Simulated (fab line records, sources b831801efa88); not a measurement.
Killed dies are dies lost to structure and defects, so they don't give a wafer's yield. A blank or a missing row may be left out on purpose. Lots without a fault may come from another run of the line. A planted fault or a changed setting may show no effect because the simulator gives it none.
fab line records | flow sky130
record lots=7 wafers=21 last_day=50
route steps=708 shown METAL5@671 PASSIVATION@681 PAD_OPEN@694
lots that met no fault: from a run of the same line without faults
start_h: hours from the record's first day to the start of the lot's first wafer shown | wait_h: hours since the lot's step before | " the same as in the row above | L1.1+2: a row that stands for several wafers | - no value, or no start given | * or withheld: withheld | < > ~ a bound
route shown NAME@n: a module of which the file shows steps, and the number in the route of the first | usual: mean/standard deviation of fault-free wafers | same: alike in all rows | chamber/n: place in a boat | sites: the reading at each site | _std_site: their standard deviation | _edge_site: outer sites' mean less inner sites' | radius_mm: how far each site lies from the wafer's centre | mask NAME#n: copy n | behind: the tool/chamber that last shaped the wafer | hold: why the lot was held/for how many hours/how that ended | device: the transistor (n, p or np) that didn't switch | end of line: the same wafers' tests at the end of the route | a step without rows: its recipe alone | killed: dies lost to structure and defects at the first sort, not the wafer's yield | map: a wafer's dies, x killed, . not, _ none there
set.NAME: the setting as run; set.NAME@STEP: as run at that earlier step | model.NAME: the simulator's own value behind a step, which no gauge read
lots at some steps of the route; a table a step, a row a wafer
services: from which hour (start_h, from the record's first day; less than 0 if before it) a tool's chamber was out of use, for how many hours, and why
## steps
# step SKY_METAL5_SOFTBAKE_10
# recipe temp_c=90 time_s=60 resist=NOVOLAK
# step SKY_METAL5_EXPOSE_11
# recipe mask_id=MM5 na=0.6 source_shape=conventional sigma_outer=0.6 polarization=unpolarized target_cd_nm=1600 dose_mj=190
# step SKY_METAL5_PEB_12
# recipe temp_c=withheld time_s=* resist=NOVOLAK
# step SKY_METAL5_DEVELOP_13
# recipe resist=NOVOLAK developer=TMAH develop_time_s=60 dev_temp_c=23
# step SKY_METAL5_DESCUM_14
# recipe chemistry=O2 source_power_w=150 bias_power_w=0 pressure_mtorr=10 temp_c=40 time_s=11
# usual drypump_motor_current_A=5.5/0.54 oes_product_au=1.007/0.011
# columns lot.wafer tool chamber start_h wait_h drypump_motor_current_A oes_product_au rf_hours_counter_h
L232.1 rie_metal-04 1 1075.29 0.1 5.7 0.999 10
L232.4 " 0 " " 4.7 1.008 -
L232.6 " 1 " " 5.6 1.006 -
L233.1 rie_metal-04 1 1077.34 0.1 5.7 1.020 10
L233.3 " 0 " " 4.6 1.016 -
L233.5 " 1 " " 5.7 1.011 -
L234.2 rie_metal-02 0 1082.04 0.1 5.5 1.012 24
L234.5 " 0 " " 5.5 1.019 -
L234.6 " 1 " " 6.1 1.002 -
L239.2 rie_metal-01 0 1114.30 0.1 4.9 0.995 20
L239.4 " 1 " " 6.1 1.020 -
L239.5 " 1 " " 6.1 1.022 -
L241.2 rie_metal-04 0 1128.59 0.1 4.6 0.994 26
L241.3 " 1 " " 5.6 0.996 -
L241.5 " 1 " " 5.7 0.995 -
L244.1 rie_metal-02 0 1135.64 0.1 5.5 1.022 29
L244.2 " 1 " " 6.1 1.001 16
L244.4 " 0 " " 5.5 1.021 -
L248.1 rie_metal-02 0 1153.35 0.1 5.5 1.014 31
L248.2 " 1 " " 6.1 1.007 18
L248.6 " 0 " " 5.5 1.031 -
# step SKY_METAL5_METAL_ETCH_15
# recipe target_depth_a=12600 stop_on=SiO2 over_etch_frac=0.2 time_s=252 chemistry=Cl2/BCl3 resist_sidewall_deg=86 pressure_mtorr=10 icp_w=900 bias_w=48.5 Cl2_flow_sccm=60 bcl3_flow_sccm=30
# usual bcl3_flow_sccm=30.00/0.096 drypump_motor_current_A=5.5/0.54 oes_product_au=0.894/0.0051 throttle_valve_pct=22.263/0.009
# columns lot.wafer tool chamber start_h wait_h bcl3_flow_sccm drypump_motor_current_A oes_product_au rf_hours_counter_h throttle_valve_pct
L232.1 rie_metal-04 1 1075.33 0.0 30.08 5.7 0.896 10 22.284
L232.4 " 0 " " 30.01 4.6 0.893 - 22.254
L232.6 " 1 " " 30.16 5.7 0.892 - 22.253
L233.1 rie_metal-04 1 1077.38 0.0 30.03 5.6 0.892 10 22.266
L233.3 " 0 " " 30.08 4.6 0.885 - 22.267
L233.5 " 1 " " 30.04 5.7 0.887 - 22.267
L234.2 rie_metal-02 0 1082.07 0.0 29.92 5.5 0.902 24 22.262
L234.5 " 0 " " 29.93 5.5 0.890 - 22.272
L234.6 " 1 " " 29.87 6.1 0.895 - 22.264
L239.2 rie_metal-01 0 1114.33 0.0 29.97 4.9 0.892 20 22.265
L239.4 " 1 " " 29.99 6.1 0.889 - 22.272
L239.5 " 1 " " 30.04 6.1 0.893 - 22.273
L241.2 rie_metal-04 0 1128.63 0.0 29.92 4.6 0.895 26 22.265
L241.3 " 1 " " 29.95 5.7 0.893 - 22.264
L241.5 " 1 " " 30.06 5.6 0.894 - 22.268
L244.1 rie_metal-02 0 1135.68 0.0 30.27 5.5 0.899 29 22.268
L244.2 " 1 " " 30.01 6.0 0.894 16 22.267
L244.4 " 0 " " 30.27 5.5 0.898 - 22.255
L248.1 rie_metal-02 0 1153.38 0.0 30.02 5.5 0.901 31 22.269
L248.2 " 1 " " 29.87 6.2 0.894 18 22.270
L248.6 " 0 " " 30.00 5.5 0.886 - 22.271
# step SKY_METAL5_STRIP_16
# recipe chemistry=O2/N2 power_w=1400 pressure_mtorr=1500 platen_temp_c=withheld o2_flow_sccm=3000 n2_flow_sccm=300 overash_fraction=0.5
# step SKY_METAL5_STRIP_17
# recipe chemistry=post_etch_residue_remover time_s=1200 temp_c=72.5
# step SKY_METAL5_CLEAN_18
# recipe chemistry=IPA time_s=180 temp_c=25
# step SKY_METAL5_CLEAN_19
# recipe chemistry=O3/DIW dry=n2_spin
# step SKY_PASSIVATION_CVD_00
# recipe material=SiO2 target_thk_nm=90 temp_c=400 time_s=withheld rf_w=600
# usual heater_power_outer_w=340/55 heater_power_w=593/87
# columns lot.wafer tool chamber start_h wait_h heater_power_outer_w heater_power_w
L232.1 pecvd-02 0 1076.16 0.0 379 647
L232.4 " 2 " " 379 650
L232.6 " 1 " " 394 740
L233.1 pecvd-03 1 1078.23 0.0 345 569
L233.3 " 1 " " 351 568
L233.5 " 1 " " 356 573
L234.2 pecvd-01 0 1082.94 0.0 357 561
L234.5 " 2 " " 214 439
L234.6 " 0 " " 351 566
L239.2 pecvd-03 1 1115.17 0.0 397 639
L239.4 " 1 " " 398 647
L239.5 " 2 " " 322 629
L241.2 pecvd-01 2 1129.45 0.0 276 528
L241.3 " 1 " " 280 511
L241.5 " 1 " " 282 512
L244.1 pecvd-01 2 1136.55 0.0 298 554
L244.2 " 1 " " 218 418
L244.4 " 0 " " 362 573
L248.1 pecvd-01 2 1154.25 0.0 314 579
L248.2 " 0 " " 344 523
L248.6 " 1 " " 285 514
# step SKY_PASSIVATION_THK_MEAS_01
# recipe reads=SiO2_of_PASSIVATION_CVD_00
# usual PASSIVATION_CVD_00_THK=89.7/1.2
# columns lot.wafer tool chamber start_h wait_h PASSIVATION_CVD_00_THK[nm]
L232.1 film_metro-04 - 1076.18 - 89.2
L232.4 " - " " 91.9
L232.6 " - " " 91.5
L233.1 film_metro-02 - 1078.27 - 90.1
L233.3 " - " " 91.3
L233.5 " - " " 91.3
L234.2 film_metro-04 - 1082.97 - 88.7
L234.5 " - " " 88.6
L234.6 " - " " 91.6
L239.2 film_metro-01 - 1115.20 - 89.2
L239.4 " - " " 90.3
L239.5 " - " " 91.2
L241.2 film_metro-02 - 1129.48 - 86.6
L241.3 " - " " 88.5
L241.5 " - " " 89.7
L244.1 film_metro-01 - 1136.57 - 87.8
L244.2 " - " " 89.0
L244.4 " - " " 92.3
L248.1 film_metro-02 - 1154.27 - 87.8
L248.2 " - " " 89.5
L248.6 " - " " 89.9
# step SKY_PASSIVATION_CVD_02
# recipe material=Si3N4 target_thk_nm=540 temp_c=400 time_s=withheld rf_w=450
# usual heater_power_outer_w=400/63 heater_power_w=677/94
# columns lot.wafer tool chamber start_h wait_h heater_power_outer_w heater_power_w
L232.1 pecvd-01 0 1076.24 0.1 - -
L232.4 " 1 " " - -
L232.6 " 0 " " - -
L233.1 pecvd-02 2 1078.33 0.1 - -
L233.3 " 1 " " - -
L233.5 " 2 " " - -
L234.2 pecvd-02 0 1083.02 0.0 - -
L234.5 " 0 " " - -
L234.6 " 2 " " - -
L239.2 pecvd-02 0 1115.25 0.0 419 694
L239.4 " 1 " " 421 759
L239.5 " 2 " " 423 718
L241.2 pecvd-02 2 1129.53 0.0 365 651
L241.3 " 0 " " 510 799
L241.5 " 0 " " 524 850
L244.1 pecvd-02 0 1136.63 0.1 527 826
L244.2 " 1 " " 414 792
L244.4 " 0 " " 413 666
L248.1 pecvd-02 1 1154.33 0.1 438 768
L248.2 " 2 " " 400 695
L248.6 " 2 " " 423 710
# step SKY_PASSIVATION_DEHYDRATE_04
# recipe temp_c=200 time_s=60
# step SKY_PASSIVATION_HMDS_05
# recipe prime_time_s=60 prime_temp_c=120
# step SKY_PASSIVATION_COAT_06
# recipe spin_rpm=2000 resist_thk_nm=3000
# step SKY_PASSIVATION_SOFTBAKE_07
# recipe temp_c=110 time_s=withheld
# step SKY_PASSIVATION_EXPOSE_08
# recipe mask_id=NSM target_cd_nm=3000 na=0.57 dose_mj=260
# step SKY_PASSIVATION_PEB_09
# recipe temp_c=115 time_s=withheld
# step SKY_PASSIVATION_DEVELOP_10
# recipe develop_time_s=60 dev_temp_c=23
# step SKY_PASSIVATION_ETCH_11
# recipe chemistry=CF4/O2 target_depth_nm=725 stop_on=AlCu source_w=800 bias_w=150 pressure_mtorr=150 cf4_flow_sccm=80 O2_flow_sccm=10 time_s=161.1
# usual drypump_motor_current_A=5.8/0.47 oes_product_au=0.978/0.0073 throttle_valve_pct=5.965/0.0098
# columns lot.wafer tool chamber start_h wait_h drypump_motor_current_A oes_product_au rf_hours_counter_h throttle_valve_pct model.etch.depth_nm model.PASSIVATION.feature_depth_nm
L232.1 rie_diel-04 3 1095.84 - 5.8 0.988 5 5.978 725 725
L232.4 " 1 " " 5.6 0.990 16 5.981 725 725
L232.6 " 0 " " 6.2 0.983 - 5.971 725 725
L233.1 rie_diel-04 1 1098.79 - 5.6 0.984 16 5.978 725 725
L233.3 " 0 " " 6.2 0.992 7 5.980 725 725
L233.5 " 3 " " 5.8 0.988 - 5.976 725 725
L234.2 rie_diel-04 1 1103.39 - 5.6 0.990 16 5.959 725 725
L234.5 " 0 " " 6.2 0.994 - 5.963 725 725
L234.6 " 3 " " 5.8 0.999 - 5.963 725 725
L239.2 rie_diel-02 2 1134.22 - 5.2 0.975 18 5.965 694.3 694.3
L239.4 " 1 " " 5.8 0.984 14 5.945 715.1 715.1
L239.5 " 2 " " 5.2 0.979 - 5.957 706.5 706.5
L241.2 rie_diel-01 1 1148.32 - 5.1 0.971 17 5.962 691 691
L241.3 " 0 " " 6.5 0.975 15 5.959 695.9 695.9
L241.5 " 1 " " 5.2 0.981 - 5.974 704.1 704.1
L244.1 rie_diel-04 2 1154.54 - 6.4 0.971 2 5.964 703.1 703.1
L244.2 " 1 " " 5.6 0.975 18 5.977 705.3 705.3
L244.4 " 3 " " 5.9 0.991 7 5.988 710.5 710.5
L248.1 rie_diel-01 1 1170.32 - 5.2 0.981 18 5.983 702.3 702.3
L248.2 " 3 " " 5.8 0.973 5 5.975 700.4 700.4
L248.6 " 3 " " 5.8 0.977 - 5.974 711.4 711.4
# step SKY_PASSIVATION_STRIP_12
# recipe chemistry=O2/N2 power_w=1400 pressure_mtorr=1500 platen_temp_c=withheld overash_fraction=0.7 o2_flow_sccm=3000 n2_flow_sccm=300
# usual drypump_motor_current_A=5.7/0.56 oes_product_au=0.662/0.0048 strip_time_to_endpoint_s=31.44/0.13
# columns lot.wafer tool chamber start_h wait_h drypump_motor_current_A oes_product_au rf_hours_counter_h strip_time_to_endpoint_s
L232.1 plasma_asher-03 1 1095.95 0.1 6.0 0.658 96 31.61
L232.4 " 0 " " 4.9 0.660 - 31.51
L232.6 " 1 " " 6.0 0.661 - 31.59
L233.1 plasma_asher-04 1 1098.90 0.1 6.3 0.670 34 31.65
L233.3 " 1 " " 6.2 0.666 - 31.45
L233.5 " 0 " " 5.3 0.671 - 31.62
L234.2 plasma_asher-03 1 1103.50 0.1 6.0 0.659 97 31.30
L234.5 " 1 " " 6.0 0.666 - 31.38
L234.6 " 0 " " 5.0 0.657 - 31.31
L239.2 plasma_asher-02 1 1134.32 0.1 6.7 0.654 6 31.43
L239.4 " 1 " " 6.6 0.656 - 31.45
L239.5 " 0 " " 5.3 0.662 - 31.35
L241.2 plasma_asher-03 1 1148.42 0.1 6.0 0.658 101 31.27
L241.3 " 0 " " 4.9 0.668 - 31.43
L241.5 " 1 " " 6.0 0.660 - 31.28
L244.1 plasma_asher-02 1 1154.65 0.1 6.6 0.662 8 31.46
L244.2 " 0 " " 5.3 0.655 8 31.50
L244.4 " 1 " " 6.6 0.662 - 31.42
L248.1 plasma_asher-02 1 1170.42 0.1 6.6 0.664 8 31.42
L248.2 " 0 " " 5.3 0.656 8 31.44
L248.6 " 1 " " 6.6 0.658 - 31.53
# step SKY_PAD_OPEN_DEHYDRATE_00
# recipe temp_c=200 time_s=60
# step SKY_PAD_OPEN_HMDS_01
# recipe prime_time_s=60 prime_temp_c=120
# step SKY_PAD_OPEN_COAT_02
# recipe spin_rpm=2000 resist_thk_nm=3000
# step SKY_PAD_OPEN_SOFTBAKE_03
# recipe temp_c=110 time_s=withheld
# step SKY_PAD_OPEN_EXPOSE_04
# recipe mask_id=PDM target_cd_nm=60000 na=0.57 dose_mj=260
# step SKY_PAD_OPEN_PEB_05
# recipe temp_c=115 time_s=withheld
# step SKY_PAD_OPEN_DEVELOP_06
# recipe develop_time_s=60 dev_temp_c=23
# step SKY_PAD_OPEN_ETCH_07
# recipe chemistry=CF4/O2 target_depth_nm=725 stop_on=AlCu source_w=800 bias_w=150 pressure_mtorr=150 cf4_flow_sccm=80 O2_flow_sccm=10 time_s=161.1
# usual drypump_motor_current_A=5.5/0.42 oes_product_au=0.978/0.0069 throttle_valve_pct=5.964/0.0093
# columns lot.wafer tool chamber start_h wait_h drypump_motor_current_A oes_product_au rf_hours_counter_h throttle_valve_pct model.etch.depth_nm model.PAD_OPEN.feature_depth_nm
L232.1 rie_diel-03 3 1115.75 - 5.3 0.996 18 5.982 725 725
L232.4 " 1 " " 5.0 0.986 30 5.982 725 725
L232.6 " 2 " " 5.8 0.994 - 5.962 725 725
L233.1 rie_diel-02 2 1118.32 - 5.2 0.991 17 5.959 725 725
L233.3 " 3 " " 5.1 0.988 20 5.974 725 725
L233.5 " 3 " " 5.1 0.992 - 5.984 725 725
L234.2 rie_diel-03 3 1123.69 - 5.3 0.990 18 5.974 725 725
L234.5 " 1 " " 5.0 0.991 - 5.967 717.1 717.1
L234.6 " 2 " " 5.8 0.992 - 5.959 725 725
L239.2 rie_diel-04 2 1152.39 - 6.4 0.971 2 5.964 694.3 694.3
L239.4 " 3 " " 5.8 0.983 7 5.985 715.1 715.1
L239.5 " 3 " " 5.8 0.977 - 5.970 706.5 706.5
L241.2 rie_diel-04 2 1166.42 - 6.4 0.963 3 5.945 691 691
L241.3 " 3 " " 5.8 0.975 8 5.969 695.9 695.9
L241.5 " 0 " " 6.2 0.978 - 5.968 704.1 704.1
L244.1 rie_diel-04 3 1170.90 - 5.9 0.978 8 5.951 703.1 703.1
L244.2 " 2 " " 6.4 0.971 3 5.952 705.3 705.3
L244.4 " 1 " " 5.6 0.982 19 5.945 706.5 706.5
L248.1 rie_diel-02 1 1185.92 - 5.8 0.987 16 5.973 702.3 702.3
L248.2 " 3 " " 5.1 0.971 23 5.971 700.4 700.4
L248.6 " 3 " " 5.1 0.978 - 5.952 711.4 711.4
# step SKY_PAD_OPEN_STRIP_08
# recipe chemistry=O2/N2 power_w=1400 pressure_mtorr=1500 platen_temp_c=withheld overash_fraction=0.7 o2_flow_sccm=3000 n2_flow_sccm=300
# usual drypump_motor_current_A=5.7/0.6 oes_product_au=0.662/0.0047 strip_time_to_endpoint_s=37.07/0.095
# columns lot.wafer tool chamber start_h wait_h drypump_motor_current_A oes_product_au rf_hours_counter_h strip_time_to_endpoint_s
L232.1 plasma_asher-01 0 1115.85 0.1 5.6 0.664 67 37.10
L232.4 " 1 " " 6.5 0.659 - 37.09
L232.6 " 0 " " 5.6 0.668 - 37.11
L233.1 plasma_asher-02 0 1118.42 0.1 5.3 0.661 5 37.15
L233.3 " 0 " " 5.3 0.662 - 37.18
L233.5 " 1 " " 6.6 0.659 - 37.17
L234.2 plasma_asher-03 0 1123.80 0.1 5.0 0.657 99 36.95
L234.5 " 0 " " 5.0 0.656 - 36.93
L234.6 " 1 " " 6.0 0.668 - 36.98
L239.2 plasma_asher-03 0 1152.50 0.1 5.0 0.658 102 37.15
L239.4 " 0 " " 5.0 0.664 - 37.10
L239.5 " 0 " " 5.0 0.666 - 37.14
L241.2 plasma_asher-03 0 1166.52 0.1 5.0 0.658 103 37.11
L241.3 " 1 " " 6.0 0.667 - 36.88
L241.5 " 0 " " 5.0 0.658 - 37.00
L244.1 plasma_asher-03 1 1171.00 0.1 6.0 0.654 104 36.92
L244.2 " 0 " " 5.0 0.673 104 36.97
L244.4 " 1 " " 6.0 0.661 - 37.02
L248.1 plasma_asher-03 1 1186.02 0.1 6.0 0.657 105 36.93
L248.2 " 0 " " 5.0 0.661 105 37.06
L248.6 " 1 " " 6.0 0.663 - 36.93
# step SKY_PAD_OPEN_STRIP_09
# recipe chemistry=post_etch_residue_remover time_s=1200 temp_c=72.5
# step SKY_PAD_OPEN_CLEAN_10
# recipe chemistry=IPA time_s=180 temp_c=25
# step SKY_PAD_OPEN_CLEAN_11
# recipe chemistry=O3/DIW dry=n2_spin
# step SKY_PAD_OPEN_ANNEAL_12
# recipe temp_c=400 time_s=withheld ambient=N2/H2 idle_temp_c=300 ramp_up_c_per_min=8 ramp_down_c_per_min=4
# step SKY_PAD_OPEN_BOW_MEAS_13
# recipe mode=bow
# usual PAD_OPEN_BOW=47/7.8
# columns lot.wafer tool chamber start_h wait_h PAD_OPEN_BOW[um]
L232.1 film_metro-04 - 1117.95 - 22
L232.4 " - " " 32
L232.6 " - " " 13
L233.1 film_metro-03 - 1120.55 - 19
L233.3 " - " " 27
L233.5 " - " " 35
L234.2 film_metro-04 - 1126.05 - 28
L234.5 " - " " 25
L234.6 " - " " 34
L239.2 film_metro-03 - 1154.62 - 38
L239.4 " - " " 36
L239.5 " - " " 49
L241.2 film_metro-03 - 1169.17 - 54
L241.3 " - " " 42
L241.5 " - " " 38
L244.1 film_metro-03 - 1173.10 - 57
L244.2 " - " " 55
L244.4 " - " " 50
L248.1 film_metro-04 - 1188.16 - 34
L248.2 " - " " 34
L248.6 " - " " 44
# step SKY_PAD_OPEN_PROBE_99
# usual defect_limited_yield=82.7/1.9 killed_at_M0_to_M3=43/6.8 killed_at_M4_up=2.9/1.7 killed_at_contacts=24/5.4 killed_at_front_end=15/4.8 killed_at_other=0.3/0.57 killed_dies=85/9.4 killed_open=47/7.5 killed_short=38/5.7 sort_bin_3_pad_short=0.8/0.37 sort_bin_5_function=10.2/1.5 sort_bin_6_memory=6.2/1.1 sort_n_pass=407/9.4 sort_yield_pct=82.7/1.9
# same gross_dies=492 killed_at_back_side=0 sort_bin_4_leakage[%]=0 sort_bin_8_speed[%]=0
# columns lot.wafer tool chamber start_h wait_h defect_limited_yield[%] killed_at_M0_to_M3 killed_at_M4_up killed_at_contacts killed_at_front_end killed_at_other killed_dies killed_open killed_short sort_bin_3_pad_short[%] sort_bin_5_function[%] sort_bin_6_memory[%] sort_n_pass sort_yield_pct[%]
L233.1 prober-01 - 1120.67 0.1 83.9 36 4 20 18 1 79 44 35 1.2 10.6 4.3 413 83.9
L233.3 prober-01 - 1120.77 0.2 80.9 62 3 19 10 0 94 54 40 1.0 12.4 5.7 398 80.9
L233.5 prober-01 - 1120.87 0.2 84.3 41 0 21 15 0 77 41 36 0.4 10.4 4.9 415 84.3
L234.2 prober-02 - 1126.20 0.1 82.1 48 1 22 16 1 88 43 45 0.8 9.3 7.7 404 82.1
L234.5 prober-02 - 1126.35 0.2 81.1 53 2 19 19 0 93 52 41 0.6 10.8 7.5 399 81.1
L234.6 prober-02 - 1126.40 0.2 83.3 40 4 20 18 0 82 45 37 0.8 8.7 7.1 410 83.3
L239.2 prober-01 - 1154.77 0.1 81.1 52 6 21 14 0 93 43 50 0.8 11.2 6.9 399 81.1
L239.4 prober-01 - 1154.87 0.2 80.9 46 5 24 19 0 94 58 36 1.0 11.2 6.9 398 80.9
L239.5 prober-01 - 1154.92 0.2 83.1 42 2 21 16 2 83 51 32 0.2 11.8 4.9 409 83.1
L244.1 prober-02 - 1173.22 0.1 84.8 47 2 15 11 0 75 41 34 0.6 8.9 5.7 417 84.8
L244.2 prober-02 - 1173.27 0.1 80.5 49 6 29 12 0 96 53 43 1.2 11.6 6.7 396 80.5
L244.4 prober-02 - 1173.37 0.2 85.0 44 1 21 8 0 74 37 37 0.6 8.7 5.7 418 85.0
# killed by level:class
L233.1 CONTACT:geometric_particle:open=8 VIA1:geometric_particle:open=7 VIA2:geometric_particle:open=7 LOCAL_INTERCONNECT:geometric_particle:short=6 FIELD_ISO:geometric_particle:short=5 VIA1:geometric_particle:short=5 POLY_GATE:geometric_particle:short=4 POLY_GATE:geometric_particle:open=4
L233.3 VIA2:geometric_particle:open=14 VIA3:geometric_particle:open=10 VIA1:geometric_particle:open=9 METAL2:geometric_particle:short=7 LI_CONTACT:geometric_particle:open=6 CONTACT:geometric_particle:short=5 CONTACT:geometric_particle:open=5 VIA2:geometric_particle:short=5
L233.5 VIA1:geometric_particle:open=7 VIA3:geometric_particle:open=6 METAL2:geometric_particle:short=6 POLY_GATE:geometric_particle:open=5 LI_CONTACT:geometric_particle:short=5 CONTACT:geometric_particle:open=5 VIA2:geometric_particle:open=5 LI_CONTACT:geometric_particle:open=4
L234.2 VIA3:geometric_particle:open=9 VIA3:geometric_particle:short=9 CONTACT:geometric_particle:open=8 METAL2:geometric_particle:short=8 LI_CONTACT:geometric_particle:open=5 VIA1:geometric_particle:open=5 FIELD_ISO:geometric_particle:short=4 POLY_GATE:geometric_particle:open=4
L234.5 VIA1:geometric_particle:open=13 CONTACT:geometric_particle:open=9 METAL2:geometric_particle:short=9 VIA2:geometric_particle:open=8 VIA3:geometric_particle:open=7 LOCAL_INTERCONNECT:geometric_particle:short=5 POLY_GATE:geometric_particle:short=4 VIA2:geometric_particle:short=4
L234.6 VIA1:geometric_particle:open=9 VIA3:geometric_particle:open=8 VIA2:geometric_particle:open=7 CONTACT:geometric_particle:open=7 CONTACT:geometric_particle:short=6 FIELD_ISO:geometric_particle:open=5 VIA2:geometric_particle:short=5 POLY_GATE:geometric_particle:short=4
L239.2 CONTACT:geometric_particle:open=9 VIA2:geometric_particle:open=9 METAL1:geometric_particle:short=8 VIA1:geometric_particle:short=6 VIA1:geometric_particle:open=6 VIA3:geometric_particle:open=6 FIELD_ISO:geometric_particle:open=5 METAL2:geometric_particle:short=5
L239.4 VIA2:geometric_particle:open=13 CONTACT:geometric_particle:open=10 FIELD_ISO:geometric_particle:open=7 LI_CONTACT:geometric_particle:open=7 METAL1:geometric_particle:short=7 VIA3:geometric_particle:open=7 VIA1:geometric_particle:open=6 VIA1:geometric_particle:short=5
L239.5 VIA1:geometric_particle:open=11 LI_CONTACT:geometric_particle:open=9 VIA2:geometric_particle:open=9 METAL1:geometric_particle:short=7 CONTACT:geometric_particle:open=6 VIA3:geometric_particle:open=6 FIELD_ISO:geometric_particle:short=5 FIELD_ISO:geometric_particle:open=3
L244.1 VIA1:geometric_particle:open=17 METAL1:geometric_particle:short=7 LI_CONTACT:geometric_particle:open=6 METAL2:geometric_particle:short=6 VIA2:geometric_particle:open=6 POLY_GATE:geometric_particle:short=5 VIA1:geometric_particle:short=5 CONTACT:geometric_particle:open=4
L244.2 VIA1:geometric_particle:open=13 CONTACT:geometric_particle:open=10 METAL1:geometric_particle:short=10 VIA3:geometric_particle:open=8 VIA2:geometric_particle:open=7 CONTACT:geometric_particle:short=6 LI_CONTACT:geometric_particle:open=5 METAL4:geometric_particle:short=5
L244.4 VIA1:geometric_particle:open=11 CONTACT:geometric_particle:open=7 LI_CONTACT:geometric_particle:open=6 METAL2:geometric_particle:short=6 VIA2:geometric_particle:open=6 VIA2:geometric_particle:short=5 POLY_GATE:geometric_particle:short=4 VIA3:geometric_particle:open=4
## services
# columns tool chamber start_h hours kind
plasma_asher-02 - 1055.25 9.0 pm
rie_diel-03 2 1057.57 4.4 repair
rie_metal-04 - 1066.26 0.5 repair
rie_diel-01 0 1073.14 1.3 repair
rie_diel-02 - 1078.29 2.2 repair
rie_diel-03 2 1084.87 6.1 repair
rie_diel-03 3 1085.55 10.7 repair
pecvd-01 2 1099.30 11.9 repair
plasma_asher-02 - 1101.46 2.8 pm
pecvd-03 - 1101.48 0.7 repair
rie_diel-02 - 1111.37 0.9 repair
rie_metal-01 - 1113.47 0.3 repair
rie_diel-01 2 1118.79 7.4 repair
rie_diel-02 0 1119.13 1.3 repair
pecvd-03 2 1128.60 4.6 repair
rie_diel-01 0 1136.30 2.2 repair
rie_diel-03 2 1143.13 1.3 repair
pecvd-02 1 1146.18 5.0 repair
plasma_asher-02 - 1147.90 6.7 repair
rie_diel-01 3 1156.41 7.4 repair
rie_diel-01 2 1161.76 12.5 repair
pecvd-01 2 1175.05 4.7 repair
rie_metal-01 0 1176.74 5.1 repair
rie_diel-02 1 1179.08 4.3 repair
## key
first_sign step=SKY_PASSIVATION_CVD_02 reading=tool_record direction=missing
effect step=SKY_PAD_OPEN_BOW_MEAS_13 reading=PAD_OPEN_BOW direction=down sigmas=2.7 usual=47 struck=26
model_effect step=SKY_PASSIVATION_ETCH_11 value=etch.depth_nm without=702.3 struck=725
model_effect step=SKY_PAD_OPEN_ETCH_07 value=etch.depth_nm without=702.3 struck=724.1
met_at SKY_PASSIVATION_CVD_02
struck_wafers L232.1,L232.4,L232.6,L233.1,L233.3,L233.5,L234.2,L234.5,L234.6
fault kind=skipped_step_whole tool=pecvd-01,pecvd-02 chamber=- onset_h=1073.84 steps=SKY_PASSIVATION_CVD_02 scope=struck_lots_only
